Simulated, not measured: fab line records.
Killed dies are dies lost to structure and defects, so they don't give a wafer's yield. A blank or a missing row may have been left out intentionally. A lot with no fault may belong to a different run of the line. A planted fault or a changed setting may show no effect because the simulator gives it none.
What tool caused it? / flow sky130 / 13 lots, 39 wafers sampled, at 4 steps of a route of 708

== WHAT THE GAUGES READ, wafer by wafer ==
SKY_CONTACT_BOW_MEAS_05.
lot=L299; measured=day 30 06:25; on=film metro-04; CONTACT_BOW (um)=82 76 77
lot=L300; measured=day 31 03:23; on=film metro-04; CONTACT_BOW (um)=84 76 91
lot=L303; measured=day 32 00:40; on=film metro-03; CONTACT_BOW (um)=98 86 85
lot=L305; measured=day 32 15:12; on=film metro-04; CONTACT_BOW (um)=78 89 88
lot=L306; measured=day 33 02:41; on=film metro-02; CONTACT_BOW (um)=94 81 70
lot=L309; measured=day 34 06:41; on=film metro-04; CONTACT_BOW (um)=59 94 84
lot=L312; measured=day 34 20:31; on=film metro-02; CONTACT_BOW (um)=83 101 82
lot=L316; measured=day 36 02:42; on=film metro-02; CONTACT_BOW (um)=82 89 91
lot=L318; measured=day 36 21:06; on=film metro-03; CONTACT_BOW (um)=79 87 87
lot=L320; measured=day 36 22:03; on=film metro-03; CONTACT_BOW (um)=94 79 71
lot=L319; measured=day 36 23:23; on=film metro-02; CONTACT_BOW (um)=75 75 73
lot=L321; measured=day 37 03:06; on=film metro-04; CONTACT_BOW (um)=82 84 85
lot=L322; measured=day 37 20:37; on=film metro-03; CONTACT_BOW (um)=84 78 74

== WHAT TOOL EACH LOT RAN ON (gives the tool, then ch and the chambers of the sampled wafers, and finally the start) ==
lot=L299; SKY_LDD_N_COAT_02=litho track-01 ch 0, day 16 21:36; SKY_LDD_N_STRIP_16=plasma asher-04 ch 0,1, day 17 12:58; SKY_CONTACT_CMP_04=cmp-01 ch 0,2,3, day 30 06:06
lot=L300; SKY_LDD_N_COAT_02=litho track-04 ch 0, day 17 15:52; SKY_LDD_N_STRIP_16=plasma asher-04 ch 0,1, day 18 07:58; SKY_CONTACT_CMP_04=cmp-01 ch 0,1,2, day 31 03:14
lot=L303; SKY_LDD_N_COAT_02=litho track-04 ch 0, day 18 18:22; SKY_LDD_N_STRIP_16=plasma asher-04 ch 0,1, day 19 11:10; SKY_CONTACT_CMP_04=cmp-01 ch 0,3, day 32 00:25
lot=L305; SKY_LDD_N_COAT_02=litho track-04 ch 0, day 19 09:07; SKY_LDD_N_STRIP_16=plasma asher-01 ch 0,1, day 20 02:33; SKY_CONTACT_CMP_04=cmp-01 ch 0,3, day 32 14:52
lot=L306; SKY_LDD_N_COAT_02=litho track-01 ch 0, day 19 18:44; SKY_LDD_N_STRIP_16=plasma asher-01 ch 0,1, day 20 11:48; SKY_CONTACT_CMP_04=cmp-02 ch 1,2,3, day 33 02:23
lot=L309; SKY_LDD_N_COAT_02=litho track-01 ch 0, day 21 04:53; SKY_LDD_N_STRIP_16=plasma asher-04 ch 0,1, day 21 21:59; SKY_CONTACT_CMP_04=cmp-01 ch 0,3, day 34 06:21
lot=L312; SKY_LDD_N_COAT_02=litho track-01 ch 0, day 21 23:53; SKY_LDD_N_STRIP_16=plasma asher-03 ch 0,1, day 22 16:36; SKY_CONTACT_CMP_04=cmp-01 ch 0,1,2, day 34 20:13
lot=L316; SKY_LDD_N_COAT_02=litho track-04 ch 0, day 23 10:31; SKY_LDD_N_STRIP_16=plasma asher-04 ch 0,1, day 24 03:08; SKY_CONTACT_CMP_04=cmp-01 ch 1,3, day 36 02:22
lot=L318; SKY_LDD_N_COAT_02=litho track-03 ch 0, day 24 04:47; SKY_LDD_N_STRIP_16=plasma asher-04 ch 0,1, day 24 21:37; SKY_CONTACT_CMP_04=cmp-01 ch 0,1, day 36 20:48
lot=L320; SKY_LDD_N_COAT_02=litho track-03 ch 0, day 24 07:33; SKY_LDD_N_STRIP_16=plasma asher-03 ch 0,1, day 25 00:46; SKY_CONTACT_CMP_04=cmp-02 ch 1,3, day 36 21:44
lot=L319; SKY_LDD_N_COAT_02=litho track-01 ch 0, day 24 12:02; SKY_LDD_N_STRIP_16=plasma asher-04 ch 0,1, day 25 05:04; SKY_CONTACT_CMP_04=cmp-02 ch 1,2,3, day 36 23:11
lot=L321; SKY_LDD_N_COAT_02=litho track-04 ch 0, day 24 18:07; SKY_LDD_N_STRIP_16=plasma asher-04 ch 0,1, day 25 10:33; SKY_CONTACT_CMP_04=cmp-02 ch 1,3, day 37 02:46
lot=L322; SKY_LDD_N_COAT_02=litho track-01 ch 0, day 25 10:24; SKY_LDD_N_STRIP_16=plasma asher-04 ch 1, day 26 04:06; SKY_CONTACT_CMP_04=cmp-01 ch 0,3, day 37 20:18
- SKY_LDD_N_COAT_02: resist thk 300 nm.
- SKY_LDD_N_STRIP_16: strips in O2/N2.
- SKY_CONTACT_CMP_04: polishes SiO2.

== AS READ BY THE TOOLS THEMSELVES (means over the sampled wafers that have a number; for cases with no such wafer, the mark the record gives instead) ==
SKY_LDD_N_STRIP_16.
lot=L299; tool=plasma asher-04; drypump motor current A (A)=5.76; oes product au (a.u.)=0.404; strip time to endpoint s (s)=4.307
lot=L300; tool=plasma asher-04; drypump motor current A (A)=5.86; oes product au (a.u.)=0.402; strip time to endpoint s (s)=4.305
lot=L303; tool=plasma asher-04; drypump motor current A (A)=5.87; oes product au (a.u.)=0.405; strip time to endpoint s (s)=4.297
lot=L305; tool=plasma asher-01; drypump motor current A (A)=5.54; oes product au (a.u.)=0.408; strip time to endpoint s (s)=4.323
lot=L306; tool=plasma asher-01; drypump motor current A (A)=5.51; oes product au (a.u.)=0.410; strip time to endpoint s (s)=4.326
lot=L309; tool=plasma asher-04; drypump motor current A (A)=5.75; oes product au (a.u.)=0.414; strip time to endpoint s (s)=4.393
lot=L312; tool=plasma asher-03; drypump motor current A (A)=5.60; oes product au (a.u.)=0.405; strip time to endpoint s (s)=4.380
lot=L316; tool=plasma asher-04; drypump motor current A (A)=5.78; oes product au (a.u.)=0.407; strip time to endpoint s (s)=4.321
lot=L318; tool=plasma asher-04; drypump motor current A (A)=5.74; oes product au (a.u.)=0.408; strip time to endpoint s (s)=4.307
lot=L320; tool=plasma asher-03; drypump motor current A (A)=5.43; oes product au (a.u.)=0.404; strip time to endpoint s (s)=4.301
lot=L319; tool=plasma asher-04; drypump motor current A (A)=5.73; oes product au (a.u.)=0.405; strip time to endpoint s (s)=4.329
lot=L321; tool=plasma asher-04; drypump motor current A (A)=5.75; oes product au (a.u.)=0.404; strip time to endpoint s (s)=4.314
lot=L322; tool=plasma asher-04; drypump motor current A (A)=5.91; oes product au (a.u.)=0.409; strip time to endpoint s (s)=4.339

SKY_CONTACT_CMP_04.
lot=L299; tool=cmp-01; motor current A (A)=12.2; time to endpoint s (s)=82
lot=L300; tool=cmp-01; motor current A (A)=12.4; time to endpoint s (s)=81
lot=L303; tool=cmp-01; motor current A (A)=12.9; time to endpoint s (s)=77
lot=L305; tool=cmp-01; motor current A (A)=13.2; time to endpoint s (s)=84
lot=L306; tool=cmp-02; motor current A (A)=11.9; time to endpoint s (s)=80
lot=L309; tool=cmp-01; motor current A (A)=13.1; time to endpoint s (s)=78
lot=L312; tool=cmp-01; motor current A (A)=12.5; time to endpoint s (s)=88
lot=L316; tool=cmp-01; motor current A (A)=13.4; time to endpoint s (s)=86
lot=L318; tool=cmp-01; motor current A (A)=13.0; time to endpoint s (s)=83
lot=L320; tool=cmp-02; motor current A (A)=11.5; time to endpoint s (s)=84
lot=L319; tool=cmp-02; motor current A (A)=12.1; time to endpoint s (s)=87
lot=L321; tool=cmp-02; motor current A (A)=11.7; time to endpoint s (s)=81
lot=L322; tool=cmp-01; motor current A (A)=12.9; time to endpoint s (s)=78

== THE ANSWER, worked out from the rows above alone ==
Rule: usual is defined by the lots themselves. The widest of any qualifying gaps counts: lots, ordered by their means at a reading, are off when they make up no more than a third of the lots, leave a main group of 4 or more, and stand apart from it by 3 or more times the standard deviation of that group's means. Not used: any main group whose means are identical at the precision the tables above print for the reading. A lot without any number at a reading at which 4 lots or more have one is off too. Any other lot the step has rows for is counted as sound. First the gauges in route order, then the tools' own readings, where a lot's mean is used as printed above. The first step at which some lot is off is used, and at that step the reading that is off furthest; a lot without a number counts as furthest.
Off at SKY_LDD_N_STRIP_16 (strip time to endpoint s): L309, L312. Main group: mean 4.315 s, sd 0.013.
If a tool, at that step or one of the process steps before it, ran each lot that is off and ran no sound lot following the first of them, it fits. None of those tried fits.

== WHAT THE SIMULATOR HAD PUT IN ==
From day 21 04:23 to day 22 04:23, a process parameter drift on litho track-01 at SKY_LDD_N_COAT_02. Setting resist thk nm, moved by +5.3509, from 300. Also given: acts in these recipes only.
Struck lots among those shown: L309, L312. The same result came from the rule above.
